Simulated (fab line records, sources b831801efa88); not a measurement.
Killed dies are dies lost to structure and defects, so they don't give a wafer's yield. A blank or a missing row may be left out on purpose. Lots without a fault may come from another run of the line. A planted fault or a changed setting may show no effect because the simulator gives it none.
fab line records | flow sky130
record lots=5 wafers=15 last_day=49
route steps=708 shown NWELL@79 PWDE@84 VT_ADJUST_HVTP@85 VT_ADJUST_LVTN@97
lots that met no fault: from a run of the same line without faults
start_h: hours from the record's first day to the start of the lot's first wafer shown | wait_h: hours since the lot's step before | " the same as in the row above | L1.1+2: a row that stands for several wafers | - no value, or no start given | * or withheld: withheld | < > ~ a bound
route shown NAME@n: a module of which the file shows steps, and the number in the route of the first | usual: mean/standard deviation of fault-free wafers | same: alike in all rows | chamber/n: place in a boat | sites: the reading at each site | _std_site: their standard deviation | _edge_site: outer sites' mean less inner sites' | radius_mm: how far each site lies from the wafer's centre | mask NAME#n: copy n | behind: the tool/chamber that last shaped the wafer | hold: why the lot was held/for how many hours/how that ended | device: the transistor (n, p or np) that didn't switch | end of line: the same wafers' tests at the end of the route | a step without rows: its recipe alone | killed: dies lost to structure and defects at the first sort, not the wafer's yield | map: a wafer's dies, x killed, . not, _ none there
set.NAME: the setting as run; set.NAME@STEP: as run at that earlier step | model.NAME: the simulator's own value behind a step, which no gauge read
lots at some steps of the route; a table a step, a row a wafer
services: from which hour (start_h, from the record's first day; less than 0 if before it) a tool's chamber was out of use, for how many hours, and why
## steps
# step SKY_NWELL_TW_MEAS_26
# usual NWELL_2_TW=492.9/2.3
# columns lot.wafer tool chamber start_h wait_h NWELL_2_TW
L075.2 film_metro-04 - 111.52 0.1 492.6
L075.3 " - " " 492.9
L075.6 " - " " 493.9
L079.1 film_metro-01 - 135.15 0.1 494.3
L079.2 " - " " 498.8
L079.6 " - " " 497.8
L080.1 film_metro-02 - 142.03 0.1 494.4
L080.4 " - " " 492.7
L080.5 " - " " 494.1
L089.2 film_metro-01 - 197.89 0.1 490.3
L089.3 " - " " 488.6
L089.5 " - " " 490.9
L090.2 film_metro-01 - 201.92 0.1 490.1
L090.4 " - " " 488.8
L090.5 " - " " 488.6
# step SKY_NWELL_CLEAN_27
# recipe chemistry=SC1/SC2 mix=1:4:20 temp_c=70 time_s=150 dry=n2_spin
# usual bath_heat_duty_pct=13.5/1.9
# same time_s=150
# columns lot.wafer tool chamber start_h wait_h bath_heat_duty_pct
L075.2 wet_bench-04 3 111.57 0.0 10.8
L075.3 " 3 " " 12.2
L075.6 " 3 " " 11.0
L079.1 wet_bench-04 1 135.21 0.1 12.3
L079.2 " 1 " " 12.1
L079.6 " 1 " " 14.7
L080.1 wet_bench-01 2 142.09 0.1 12.9
L080.4 " 2 " " 13.2
L080.5 " 2 " " 12.2
L089.2 wet_bench-04 2 197.94 0.0 12.1
L089.3 " 2 " " 12.8
L089.5 " 2 " " 12.6
L090.2 wet_bench-01 0 201.97 0.0 14.6
L090.4 " 0 " " 16.3
L090.5 " 0 " " 14.1
# step SKY_NWELL_RTA_28
# recipe temp_c=1050 time_s=30 idle_temp_c=650 ramp_up_c_per_s=150 ramp_down_c_per_s=90 ambient=N2
# usual chamber_o2_ppm=2.003/0.022 lamp_power_pct=25.30/0.055 wafer_temp_C_max=1054.9/1.1
# same time_s=30
# columns lot.wafer tool chamber start_h wait_h chamber_o2_ppm lamp_power_pct wafer_temp_C_max
L075.2 rtp_anneal-01 0 111.64 0.0 2.043 25.22 1056.7
L075.3 " 0 " " 2.030 25.32 1054.6
L075.6 " 0 " " 2.034 25.44 1054.1
L079.1 rtp_anneal-02 0 135.26 0.0 2.024 25.29 1055.3
L079.2 " 0 " " 2.007 25.32 1055.0
L079.6 " 0 " " 2.010 25.35 1056.6
L080.1 rtp_anneal-01 0 142.14 0.0 2.015 25.26 1054.7
L080.4 " 0 " " 1.980 25.32 1053.7
L080.5 " 0 " " 2.000 25.36 1054.8
L089.2 rtp_anneal-02 0 198.00 0.0 1.993 25.28 1056.5
L089.3 " 0 " " 2.014 25.33 1055.5
L089.5 " 0 " " 1.983 25.20 1055.2
L090.2 rtp_anneal-01 0 202.04 0.0 1.987 25.28 1054.2
L090.4 " 0 " " 1.987 25.35 1057.3
L090.5 " 0 " " 1.961 25.27 1054.3
# step SKY_NWELL_RS_MEAS_29
# recipe thk_meas_gauge=four-point-probe
# usual NWELL_RS=624.1/1.9
# columns lot.wafer tool chamber start_h wait_h NWELL_RS[ohm/sq]
L075.2 film_metro-02 - 111.74 0.1 622.6
L075.3 " - " " 625.2
L075.6 " - " " 624.4
L079.1 film_metro-02 - 135.36 0.1 624.2
L079.2 " - " " 624.5
L079.6 " - " " 625.6
L080.1 film_metro-01 - 142.34 0.2 625.4
L080.4 " - " " 624.8
L080.5 " - " " 625.1
L089.2 film_metro-04 - 198.11 0.1 626.9
L089.3 " - " " 627.1
L089.5 " - " " 625.3
L090.2 film_metro-01 - 202.14 0.1 625.7
L090.4 " - " " 625.7
L090.5 " - " " 624.3
# step SKY_NWELL_RS_MEAS_31
# recipe thk_meas_gauge=four-point-probe
# usual PWDE_RS=5263/18
# columns lot.wafer tool chamber start_h wait_h PWDE_RS[ohm/sq]
L075.2 film_metro-02 - 111.98 0.1 5271
L075.3 " - " " 5250
L075.6 " - " " 5255
L079.1 film_metro-02 - 135.60 0.1 5250
L079.2 " - " " 5244
L079.6 " - " " 5257
L080.1 film_metro-01 - 142.58 0.1 5260
L080.4 " - " " 5270
L080.5 " - " " 5277
L089.2 film_metro-04 - 198.35 0.1 5258
L089.3 " - " " 5236
L089.5 " - " " 5261
L090.2 film_metro-01 - 202.38 0.1 5282
L090.4 " - " " 5257
L090.5 " - " " 5248
# step SKY_VT_ADJUST_HVTP_DEHYDRATE_00
# recipe temp_c=200 time_s=60
# usual heater_power_total_W=160.35/0.13
# same time_s=60
# columns lot.wafer tool chamber start_h wait_h heater_power_total_W
L075.2 litho_track-01 0 120.86 8.9 160.31
L075.3 " 0 " " 160.31
L075.6 " 0 " " 160.32
L079.1 litho_track-03 0 145.16 9.5 160.60
L079.2 " 0 " " 160.15
L079.6 " 0 " " 160.50
L080.1 litho_track-03 0 152.21 9.6 160.35
L080.4 " 0 " " 160.17
L080.5 " 0 " " 160.31
L089.2 litho_track-01 0 208.46 10.1 160.23
L089.3 " 0 " " 160.44
L089.5 " 0 " " 160.35
L090.2 litho_track-01 0 213.06 10.7 160.49
L090.4 " 0 " " 160.48
L090.5 " 0 " " 160.36
# step SKY_VT_ADJUST_HVTP_HMDS_01
# recipe prime_time_s=60 prime_temp_c=120
# columns lot.wafer tool chamber start_h wait_h
L075.2+3+6 litho_track-01 0 121.01 0.1
L079.1+2+6 litho_track-03 0 145.31 0.1
L080.1+4+5 litho_track-03 0 152.36 0.1
L089.2+3+5 litho_track-01 0 208.61 0.1
L090.2+4+5 litho_track-01 0 213.21 0.1
# step SKY_VT_ADJUST_HVTP_COAT_02
# recipe resist=NOVOLAK spin_rpm=3000 resist_thk_nm=1140
# usual dispense_pressure_kPa=50.6/0.99
# columns lot.wafer tool chamber start_h wait_h dispense_pressure_kPa
L075.2 litho_track-01 0 121.16 0.1 51.8
L075.3 " 0 " " 51.8
L075.6 " 0 " " 51.8
L079.1 litho_track-03 0 145.46 0.1 50.6
L079.2 " 0 " " 50.6
L079.6 " 0 " " 50.7
L080.1 litho_track-03 0 152.51 0.1 50.7
L080.4 " 0 " " 50.7
L080.5 " 0 " " 50.7
L089.2 litho_track-01 0 208.76 0.1 51.8
L089.3 " 0 " " 51.8
L089.5 " 0 " " 51.8
L090.2 litho_track-01 0 213.36 0.1 51.8
L090.4 " 0 " " 51.8
L090.5 " 0 " " 51.8
# step SKY_VT_ADJUST_HVTP_SOFTBAKE_03
# recipe temp_c=90 time_s=60 resist=NOVOLAK
# usual heater_power_total_W=56.60/0.042
# same time_s=60
# columns lot.wafer tool chamber start_h wait_h heater_power_total_W
L075.2 litho_track-01 0 121.31 0.1 56.67
L075.3 " 0 " " 56.63
L075.6 " 0 " " 56.66
L079.1 litho_track-03 0 145.61 0.1 56.57
L079.2 " 0 " " 56.63
L079.6 " 0 " " 56.62
L080.1 litho_track-03 0 152.66 0.1 56.57
L080.4 " 0 " " 56.66
L080.5 " 0 " " 56.64
L089.2 litho_track-01 0 208.91 0.1 56.68
L089.3 " 0 " " 56.53
L089.5 " 0 " " 56.69
L090.2 litho_track-01 0 213.51 0.1 56.56
L090.4 " 0 " " 56.65
L090.5 " 0 " " 56.59
# step SKY_VT_ADJUST_HVTP_EXPOSE_04
# recipe mask_id=HVTPM na=0.6 source_shape=conventional sigma_outer=0.6 polarization=unpolarized target_cd_nm=380 dose_mj=140
# usual reticle_temp_C=23.01/0.096
# columns lot.wafer tool chamber start_h wait_h mask reticle_temp_C
L075.2 iline_stepper-01 0 - - HVTPM#0 23.11
L075.3 " 0 " " HVTPM#0 23.22
L075.6 " 0 " " HVTPM#0 23.22
L079.1 iline_stepper-02 0 - - HVTPM#0 22.98
L079.2 " 0 " " HVTPM#0 22.92
L079.6 " 0 " " HVTPM#0 23.02
L080.1 iline_stepper-01 0 - - HVTPM#0 22.96
L080.4 " 0 " " HVTPM#0 22.98
L080.5 " 0 " " HVTPM#0 23.00
L089.2 iline_stepper-01 0 - - HVTPM#0 22.94
L089.3 " 0 " " HVTPM#0 22.89
L089.5 " 0 " " HVTPM#0 23.04
L090.2 iline_stepper-01 0 - - HVTPM#0 22.92
L090.4 " 0 " " HVTPM#0 22.92
L090.5 " 0 " " HVTPM#0 22.89
# step SKY_VT_ADJUST_HVTP_PEB_05
# recipe temp_c=withheld time_s=* resist=NOVOLAK
# same time_s=*
# columns lot.wafer tool chamber start_h wait_h
L075.2+3+6 litho_track-04 0 - -
L079.1+2+6 litho_track-04 0 - -
L080.1+4+5 litho_track-04 0 - -
L089.2+3+5 litho_track-01 0 - -
L090.2+4+5 litho_track-04 0 - -
# step SKY_VT_ADJUST_HVTP_DEVELOP_06
# recipe resist=NOVOLAK developer=TMAH develop_time_s=60 dev_temp_c=23
# columns lot.wafer tool chamber start_h wait_h
L075.2+3+6 litho_track-04 0 130.20 0.1
L079.1+2+6 litho_track-04 0 155.17 0.1
L080.1+4+5 litho_track-04 0 162.12 0.1
L089.2+3+5 litho_track-01 0 219.36 0.1
L090.2+4+5 litho_track-04 0 223.70 0.1
# step SKY_VT_ADJUST_HVTP_CD_MEAS_07
# recipe target_cd_nm=380
# usual cd_nm=380.3/2.8
# columns lot.wafer tool chamber start_h wait_h cd_nm
L075.2 cd_sem-01 - 130.34 0.1 378.8
L075.3 " - " " 377.3
L075.6 " - " " 378.1
L079.1 cd_sem-02 - 155.32 0.1 378.4
L079.2 " - " " 380.5
L079.6 " - " " 376.5
L080.1 cd_sem-01 - 162.27 0.1 382.0
L080.4 " - " " 381.6
L080.5 " - " " 380.7
L089.2 cd_sem-02 - 219.50 0.1 379.9
L089.3 " - " " 382.3
L089.5 " - " " 378.8
L090.2 cd_sem-02 - 223.84 0.1 382.9
L090.4 " - " " 383.1
L090.5 " - " " 382.5
# step SKY_VT_ADJUST_HVTP_OVL_MEAS_08
# usual VT_ADJUST_HVTP_OVL=-0.7/1.7
# columns lot.wafer tool chamber start_h wait_h VT_ADJUST_HVTP_OVL[nm]
L075.2 overlay-02 - 130.45 0.1 0.4
L075.3 " - " " -1.5
L075.6 " - " " -0.2
L079.1 overlay-01 - 155.44 0.1 -3.0
L079.2 " - " " -4.1
L079.6 " - " " -1.7
L080.1 overlay-02 - 162.39 0.1 -1.0
L080.4 " - " " -0.5
L080.5 " - " " 0.3
L089.2 overlay-01 - 219.61 0.1 -0.9
L089.3 " - " " -0.7
L089.5 " - " " 0.5
L090.2 overlay-01 - 223.95 0.1 -4.4
L090.4 " - " " -3.5
L090.5 " - " " -2.3
# step SKY_VT_ADJUST_HVTP_IMPLANT_09
# recipe species=As energy_kev=150 dose_cm2=4.3e+12 tilt_deg=withheld
# columns lot.wafer tool chamber start_h wait_h
L075.2+3+6 implanter-01 0 130.50 0.0
L079.1+2+6 implanter-01 0 155.48 0.0
L080.1+4+5 implanter-01 0 162.43 0.0
L089.2+3+5 implanter-04 0 219.66 0.0
L090.2+4+5 implanter-02 0 224.00 0.0
# step SKY_VT_ADJUST_HVTP_STRIP_10
# recipe chemistry=O2/N2 power_w=1400 pressure_mtorr=1500 platen_temp_c=withheld o2_flow_sccm=3000 n2_flow_sccm=300 overash_fraction=0.5
# usual drypump_motor_current_A=5.62/0.29 o2_flow_sccm=2999/8.8 oes_product_au=0.716/0.005 strip_time_to_endpoint_s=14.17/0.042
# columns lot.wafer tool chamber start_h wait_h drypump_motor_current_A o2_flow_sccm oes_product_au rf_hours_counter_h strip_time_to_endpoint_s
L075.2 plasma_asher-03 0 130.63 0.1 5.35 2991 0.710 46 14.14
L075.3 " 1 " " 5.55 3001 0.715 - 14.15
L075.6 " 1 " " 5.57 3005 0.720 - 14.17
L079.1 plasma_asher-02 1 155.63 0.1 5.35 2988 0.714 47 14.23
L079.2 " 0 " " 5.31 3005 0.715 47 14.20
L079.6 " 0 " " 5.30 3006 0.723 - 14.22
L080.1 plasma_asher-03 0 162.58 0.1 5.34 3004 0.714 50 14.21
L080.4 " 0 " " 5.34 2996 0.712 - 14.18
L080.5 " 0 " " 5.36 2993 0.711 - 14.18
L089.2 plasma_asher-02 0 219.79 0.1 5.29 3001 0.705 53 14.14
L089.3 " 1 " " 5.37 2993 0.720 - 14.10
L089.5 " 1 " " 5.38 3001 0.711 - 14.11
L090.2 plasma_asher-01 1 224.13 0.1 5.89 2985 0.720 10 14.13
L090.4 " 1 " " 5.88 2991 0.711 - 14.12
L090.5 " 1 " " 5.87 3008 0.720 - 14.15
# step SKY_VT_ADJUST_HVTP_TW_MEAS_11
# usual VT_ADJUST_HVTP_TW=1349/6.2
# columns lot.wafer tool chamber start_h wait_h VT_ADJUST_HVTP_TW
L075.2 film_metro-01 - 130.74 0.1 1362
L075.3 " - " " 1356
L075.6 " - " " 1365
L079.1 film_metro-04 - 155.73 0.1 1346
L079.2 " - " " 1342
L079.6 " - " " 1340
L080.1 film_metro-03 - 162.68 0.1 1352
L080.4 " - " " 1345
L080.5 " - " " 1350
L089.2 film_metro-01 - 219.90 0.1 1345
L089.3 " - " " 1358
L089.5 " - " " 1344
L090.2 film_metro-01 - 224.24 0.1 1347
L090.4 " - " " 1346
L090.5 " - " " 1350
# step SKY_VT_ADJUST_LVTN_DEHYDRATE_00
# recipe temp_c=200 time_s=60
# usual heater_power_total_W=160.38/0.14
# same time_s=60
# columns lot.wafer tool chamber start_h wait_h heater_power_total_W
L075.2 litho_track-03 0 139.44 8.7 160.27
L075.3 " 0 " " 160.40
L075.6 " 0 " " 160.54
L079.1 litho_track-03 0 165.01 9.3 160.44
L079.2 " 0 " " 160.31
L079.6 " 0 " " 160.19
L080.1 litho_track-02 0 172.64 10.0 160.54
L080.4 " 0 " " 160.35
L080.5 " 0 " " 160.27
L089.2 litho_track-03 0 230.18 10.3 160.52
L089.3 " 0 " " 160.32
L089.5 " 0 " " 160.21
L090.2 litho_track-03 0 234.83 10.6 160.58
L090.4 " 0 " " 160.19
L090.5 " 0 " " 160.41
# step SKY_VT_ADJUST_LVTN_HMDS_01
# recipe prime_time_s=60 prime_temp_c=120
# columns lot.wafer tool chamber start_h wait_h
L075.2+3+6 litho_track-03 0 139.59 0.1
L079.1+2+6 litho_track-03 0 165.16 0.1
L080.1+4+5 litho_track-02 0 172.79 0.1
L089.2+3+5 litho_track-03 0 230.33 0.1
L090.2+4+5 litho_track-03 0 234.98 0.1
# step SKY_VT_ADJUST_LVTN_COAT_02
# recipe spin_rpm=2000 resist_thk_nm=3000
# usual dispense_pressure_kPa=50.5/0.98
# columns lot.wafer tool chamber start_h wait_h dispense_pressure_kPa
L075.2 litho_track-03 0 139.74 0.1 50.7
L075.3 " 0 " " 50.6
L075.6 " 0 " " 50.7
L079.1 litho_track-03 0 165.31 0.1 50.7
L079.2 " 0 " " 50.7
L079.6 " 0 " " 50.7
L080.1 litho_track-02 0 172.94 0.1 48.9
L080.4 " 0 " " 49.0
L080.5 " 0 " " 49.0
L089.2 litho_track-03 0 230.48 0.1 50.6
L089.3 " 0 " " 50.6
L089.5 " 0 " " 50.7
L090.2 litho_track-03 0 235.13 0.1 50.7
L090.4 " 0 " " 50.7
L090.5 " 0 " " 50.7
# step SKY_VT_ADJUST_LVTN_SOFTBAKE_03
# recipe temp_c=110 time_s=withheld
# usual heater_power_total_W=65.30/0.13
# columns lot.wafer tool chamber start_h wait_h heater_power_total_W
L075.2 litho_track-03 0 139.89 0.1 65.43
L075.3 " 0 " " 65.13
L075.6 " 0 " " 65.24
L079.1 litho_track-03 0 165.46 0.1 65.24
L079.2 " 0 " " 65.32
L079.6 " 0 " " 65.45
L080.1 litho_track-02 0 173.09 0.1 65.41
L080.4 " 0 " " 65.26
L080.5 " 0 " " 65.16
L089.2 litho_track-03 0 230.64 0.1 65.22
L089.3 " 0 " " 65.26
L089.5 " 0 " " 65.19
L090.2 litho_track-03 0 235.29 0.1 65.33
L090.4 " 0 " " 65.18
L090.5 " 0 " " 65.50
# step SKY_VT_ADJUST_LVTN_EXPOSE_04
# recipe mask_id=NWM_COMPLEMENT_LESS_NATIVE na=0.6 source_shape=conventional sigma_outer=0.6 polarization=unpolarized target_cd_nm=840 dose_mj=194
# usual reticle_temp_C=22.98/0.12
# columns lot.wafer tool chamber start_h wait_h mask reticle_temp_C
L075.2 iline_stepper-02 0 - - NWM_COMPLEMENT_LESS_NATIVE#0 22.95
L075.3 " 0 " " NWM_COMPLEMENT_LESS_NATIVE#0 23.00
L075.6 " 0 " " NWM_COMPLEMENT_LESS_NATIVE#0 23.11
L079.1 iline_stepper-01 0 - - NWM_COMPLEMENT_LESS_NATIVE#0 23.16
L079.2 " 0 " " NWM_COMPLEMENT_LESS_NATIVE#0 23.04
L079.6 " 0 " " NWM_COMPLEMENT_LESS_NATIVE#0 22.90
L080.1 iline_stepper-01 0 - - NWM_COMPLEMENT_LESS_NATIVE#0 22.92
L080.4 " 0 " " NWM_COMPLEMENT_LESS_NATIVE#0 23.03
L080.5 " 0 " " NWM_COMPLEMENT_LESS_NATIVE#0 22.90
L089.2 iline_stepper-01 0 - - NWM_COMPLEMENT_LESS_NATIVE#0 22.96
L089.3 " 0 " " NWM_COMPLEMENT_LESS_NATIVE#0 22.90
L089.5 " 0 " " NWM_COMPLEMENT_LESS_NATIVE#0 22.78
L090.2 iline_stepper-02 0 - - NWM_COMPLEMENT_LESS_NATIVE#0 22.89
L090.4 " 0 " " NWM_COMPLEMENT_LESS_NATIVE#0 22.97
L090.5 " 0 " " NWM_COMPLEMENT_LESS_NATIVE#0 23.13
# step SKY_VT_ADJUST_LVTN_PEB_05
# recipe temp_c=115 time_s=withheld
# usual heater_power_total_W=69.35/0.13
# columns lot.wafer tool chamber start_h wait_h heater_power_total_W
L075.2 litho_track-02 0 - - 69.42
L075.3 " 0 " " 69.19
L075.6 " 0 " " 69.18
L079.1 litho_track-02 0 - - 69.39
L079.2 " 0 " " 69.44
L079.6 " 0 " " 69.27
L080.1 litho_track-01 0 - - 69.29
L080.4 " 0 " " 69.30
L080.5 " 0 " " 69.41
L089.2 litho_track-03 0 - - 69.24
L089.3 " 0 " " 69.37
L089.5 " 0 " " 69.54
L090.2 litho_track-03 0 - - 69.45
L090.4 " 0 " " 69.47
L090.5 " 0 " " 69.36
# step SKY_VT_ADJUST_LVTN_DEVELOP_06
# recipe wall_angle_deg=90 developer=TMAH develop_time_s=60 dev_temp_c=23
# columns lot.wafer tool chamber start_h wait_h
L075.2+3+6 litho_track-02 0 - -
L079.1+2+6 litho_track-02 0 - -
L080.1+4+5 litho_track-01 0 - -
L089.2+3+5 litho_track-03 0 - -
L090.2+4+5 litho_track-03 0 - -
# step SKY_VT_ADJUST_LVTN_OVL_MEAS_07
# usual VT_ADJUST_LVTN_OVL=-1.2/1.4
# columns lot.wafer tool chamber start_h wait_h VT_ADJUST_LVTN_OVL[nm]
L075.2 overlay-02 - 150.20 - -2.1
L075.3 " - " " -0.7
L075.6 " - " " -1.2
L079.1 overlay-02 - 175.84 - -2.0
L079.2 " - " " -0.1
L079.6 " - " " 0.6
L080.1 overlay-01 - 182.78 - -2.1
L080.4 " - " " -2.4
L080.5 " - " " -2.5
L089.2 overlay-01 - 242.57 - 0.9
L089.3 " - " " 0.4
L089.5 " - " " -0.9
L090.2 overlay-01 - 247.32 - -4.6
L090.4 " - " " -3.4
L090.5 " - " " -3.7
# step SKY_VT_ADJUST_LVTN_IMPLANT_08
# recipe species=B energy_kev=30 dose_cm2=1.57e+12 tilt_deg=withheld
# columns lot.wafer tool chamber start_h wait_h
L075.2+3+6 implanter-03 0 150.25 0.0
L079.1+2+6 implanter-03 0 175.88 0.0
L080.1+4+5 implanter-03 0 182.82 0.0
L089.2+3+5 implanter-04 0 242.62 0.0
L090.2+4+5 implanter-04 0 247.37 0.0
# step SKY_VT_ADJUST_LVTN_STRIP_09
# recipe chemistry=O2/N2 power_w=1400 pressure_mtorr=1500 platen_temp_c=withheld o2_flow_sccm=3000 n2_flow_sccm=300 overash_fraction=0.5
# usual drypump_motor_current_A=5.34/0.21 o2_flow_sccm=3002/9.4 oes_product_au=0.723/0.0046 strip_time_to_endpoint_s=36.91/0.11
# columns lot.wafer tool chamber start_h wait_h drypump_motor_current_A o2_flow_sccm oes_product_au rf_hours_counter_h strip_time_to_endpoint_s
L075.2 plasma_asher-03 0 150.38 0.1 5.35 3000 0.726 48 37.13
L075.3 " 1 " " 5.57 2993 0.730 - 37.02
L075.6 " 1 " " 5.59 2997 0.726 - 37.09
L079.1 plasma_asher-04 0 176.03 0.1 5.46 3006 0.716 36 36.93
L079.2 " 1 " " 4.95 3004 0.723 36 37.12
L079.6 " 1 " " 4.94 2993 0.719 - 36.99
L080.1 plasma_asher-04 1 182.97 0.1 4.94 3009 0.727 37 36.81
L080.4 " 0 " " 5.45 3001 0.731 - 36.90
L080.5 " 1 " " 4.94 2993 0.726 - 36.86
L089.2 plasma_asher-03 1 242.75 0.1 5.57 3005 0.718 57 36.91
L089.3 " 1 " " 5.57 3012 0.720 - 36.94
L089.5 " 1 " " 5.58 3005 0.723 - 36.96
L090.2 plasma_asher-03 1 247.50 0.1 5.59 3002 0.722 58 36.89
L090.4 " 0 " " 5.38 3004 0.731 - 36.85
L090.5 " 0 " " 5.37 3003 0.723 - 36.91
# step SKY_VT_ADJUST_LVTN_TW_MEAS_10
# usual VT_ADJUST_LVTN_TW=240.1/1.3
# columns lot.wafer tool chamber start_h wait_h VT_ADJUST_LVTN_TW
L075.2 film_metro-03 - 150.49 0.1 240.7
L075.3 " - " " 239.8
L075.6 " - " " 239.1
L079.1 film_metro-02 - 176.13 0.1 239.7
L079.2 " - " " 240.0
L079.6 " - " " 238.2
L080.1 film_metro-02 - 183.07 0.1 240.7
L080.4 " - " " 240.5
L080.5 " - " " 240.0
L089.2 film_metro-02 - 242.86 0.1 239.8
L089.3 " - " " 240.3
L089.5 " - " " 240.8
L090.2 film_metro-02 - 247.61 0.1 241.0
L090.4 " - " " 241.6
L090.5 " - " " 242.2
# step SKY_VT_ADJUST_LVTN_DEHYDRATE_11
# recipe temp_c=200 time_s=60
# usual heater_power_total_W=160.38/0.13
# same time_s=60
# columns lot.wafer tool chamber start_h wait_h heater_power_total_W
L075.2 litho_track-02 0 159.37 8.9 160.48
L075.3 " 0 " " 160.57
L075.6 " 0 " " 160.34
L079.1 litho_track-02 0 185.34 9.2 160.52
L079.2 " 0 " " 160.37
L079.6 " 0 " " 160.23
L080.1 litho_track-03 0 192.76 9.7 160.19
L080.4 " 0 " " 160.20
L080.5 " 0 " " 160.42
L089.2 litho_track-01 0 254.06 11.2 160.56
L089.3 " 0 " " 160.54
L089.5 " 0 " " 160.43
L090.2 litho_track-02 0 258.51 10.9 160.17
L090.4 " 0 " " 160.51
L090.5 " 0 " " 160.29
# step SKY_VT_ADJUST_LVTN_HMDS_12
# recipe prime_time_s=60 prime_temp_c=120
# columns lot.wafer tool chamber start_h wait_h
L075.2+3+6 litho_track-02 0 159.52 0.1
L079.1+2+6 litho_track-02 0 185.49 0.1
L080.1+4+5 litho_track-03 0 192.91 0.1
L089.2+3+5 litho_track-01 0 254.21 0.1
L090.2+4+5 litho_track-02 0 258.66 0.1
# step SKY_VT_ADJUST_LVTN_COAT_13
# recipe resist=NOVOLAK spin_rpm=3000 resist_thk_nm=1140
# usual dispense_pressure_kPa=50.2/1.1
# columns lot.wafer tool chamber start_h wait_h dispense_pressure_kPa
L075.2 litho_track-02 0 159.67 0.1 49.0
L075.3 " 0 " " 48.9
L075.6 " 0 " " 48.9
L079.1 litho_track-02 0 185.64 0.1 49.0
L079.2 " 0 " " 49.0
L079.6 " 0 " " 48.9
L080.1 litho_track-03 0 193.06 0.1 50.7
L080.4 " 0 " " 50.6
L080.5 " 0 " " 50.7
L089.2 litho_track-01 0 254.36 0.1 51.8
L089.3 " 0 " " 51.8
L089.5 " 0 " " 51.8
L090.2 litho_track-02 0 258.81 0.1 48.9
L090.4 " 0 " " 48.9
L090.5 " 0 " " 49.0
# step SKY_VT_ADJUST_LVTN_SOFTBAKE_14
# recipe temp_c=90 time_s=60 resist=NOVOLAK
# usual heater_power_total_W=56.60/0.045
# same time_s=60
# columns lot.wafer tool chamber start_h wait_h heater_power_total_W
L075.2 litho_track-02 0 159.82 0.1 56.61
L075.3 " 0 " " 56.67
L075.6 " 0 " " 56.59
L079.1 litho_track-02 0 185.79 0.1 56.63
L079.2 " 0 " " 56.59
L079.6 " 0 " " 56.57
L080.1 litho_track-03 0 193.21 0.1 56.62
L080.4 " 0 " " 56.65
L080.5 " 0 " " 56.61
L089.2 litho_track-01 0 254.51 0.1 56.54
L089.3 " 0 " " 56.60
L089.5 " 0 " " 56.63
L090.2 litho_track-02 0 258.96 0.1 56.59
L090.4 " 0 " " 56.58
L090.5 " 0 " " 56.62
# step SKY_VT_ADJUST_LVTN_EXPOSE_15
# recipe mask_id=HVN_STD_DERIVED na=0.6 source_shape=conventional sigma_outer=0.6 polarization=unpolarized target_cd_nm=600 dose_mj=163
# usual reticle_temp_C=22.98/0.12
# columns lot.wafer tool chamber start_h wait_h mask reticle_temp_C
L075.2 iline_stepper-01 0 - - HVN_STD_DERIVED#0 22.95
L075.3 " 0 " " HVN_STD_DERIVED#0 23.01
L075.6 " 0 " " HVN_STD_DERIVED#0 22.96
L079.1 iline_stepper-01 0 - - HVN_STD_DERIVED#0 22.81
L079.2 " 0 " " HVN_STD_DERIVED#0 22.79
L079.6 " 0 " " HVN_STD_DERIVED#0 22.88
L080.1 iline_stepper-01 0 - - HVN_STD_DERIVED#0 22.97
L080.4 " 0 " " HVN_STD_DERIVED#0 22.91
L080.5 " 0 " " HVN_STD_DERIVED#0 23.14
L089.2 iline_stepper-02 0 - - HVN_STD_DERIVED#0 22.86
L089.3 " 0 " " HVN_STD_DERIVED#0 22.79
L089.5 " 0 " " HVN_STD_DERIVED#0 22.92
L090.2 iline_stepper-01 0 - - HVN_STD_DERIVED#0 22.93
L090.4 " 0 " " HVN_STD_DERIVED#0 22.71
L090.5 " 0 " " HVN_STD_DERIVED#0 22.90
# step SKY_VT_ADJUST_LVTN_PEB_16
# recipe temp_c=withheld time_s=* resist=NOVOLAK
# same time_s=*
# columns lot.wafer tool chamber start_h wait_h
L075.2+3+6 litho_track-01 0 - -
L079.1+2+6 litho_track-03 0 - -
L080.1+4+5 litho_track-02 0 - -
L089.2+3+5 litho_track-02 0 - -
L090.2+4+5 litho_track-03 0 - -
# step SKY_VT_ADJUST_LVTN_DEVELOP_17
# recipe resist=NOVOLAK developer=TMAH develop_time_s=60 dev_temp_c=23
# columns lot.wafer tool chamber start_h wait_h
L075.2+3+6 litho_track-01 0 170.01 0.1
L079.1+2+6 litho_track-03 0 195.86 0.1
L080.1+4+5 litho_track-02 0 203.69 0.1
L089.2+3+5 litho_track-02 0 267.16 0.1
L090.2+4+5 litho_track-03 0 270.93 0.1
# step SKY_VT_ADJUST_LVTN_OVL_MEAS_18
# usual VT_ADJUST_LVTN_01_OVL=-0.1/1.4
# columns lot.wafer tool chamber start_h wait_h VT_ADJUST_LVTN_01_OVL[nm]
L075.2 overlay-02 - 170.14 0.1 1.4
L075.3 " - " " 1.5
L075.6 " - " " 1.1
L079.1 overlay-01 - 196.01 0.1 1.0
L079.2 " - " " 1.9
L079.6 " - " " 1.0
L080.1 overlay-01 - 203.84 0.1 0.7
L080.4 " - " " 1.0
L080.5 " - " " 1.7
L089.2 overlay-01 - 267.30 0.1 -1.4
L089.3 " - " " -3.0
L089.5 " - " " -1.0
L090.2 overlay-02 - 271.07 0.1 0.3
L090.4 " - " " 1.0
L090.5 " - " " -0.9
# step SKY_VT_ADJUST_LVTN_IMPLANT_19
# recipe species=B energy_kev=30 dose_cm2=6.5e+11 tilt_deg=withheld
# columns lot.wafer tool chamber start_h wait_h
L075.2+3+6 implanter-02 0 170.19 0.0
L079.1+2+6 implanter-02 0 196.05 0.0
L080.1+4+5 implanter-04 0 203.88 0.0
L089.2+3+5 implanter-03 0 267.35 0.0
L090.2+4+5 implanter-03 0 271.12 0.0
## services
# columns tool chamber start_h hours kind
plasma_asher-03 - 92.37 1.6 repair
plasma_asher-02 - 106.92 14.6 pm
plasma_asher-01 - 108.75 9.0 pm
plasma_asher-01 0 108.75 9.0 vent_cycle
plasma_asher-01 1 108.75 9.0 vent_cycle
plasma_asher-01 0 117.75 - clean
plasma_asher-01 1 117.75 - clean
wet_bench-04 - 119.02 1.8 repair
iline_stepper-02 - 120.98 1.9 repair
implanter-02 - 127.73 17.0 repair
wet_bench-04 - 132.69 1.9 pm
iline_stepper-01 - 142.28 0.9 repair
implanter-01 - 151.36 2.3 repair
implanter-02 - 156.23 2.4 pm
plasma_asher-01 - 196.23 1.2 repair
iline_stepper-01 - 210.84 1.7 pm
implanter-03 - 222.53 6.0 repair
implanter-03 - 232.35 1.5 repair
plasma_asher-01 - 240.27 1.3 repair
iline_stepper-02 - 264.45 1.7 pm
implanter-03 - 269.93 1.1 repair
implanter-04 - 270.46 1.1 repair
## key
fault none
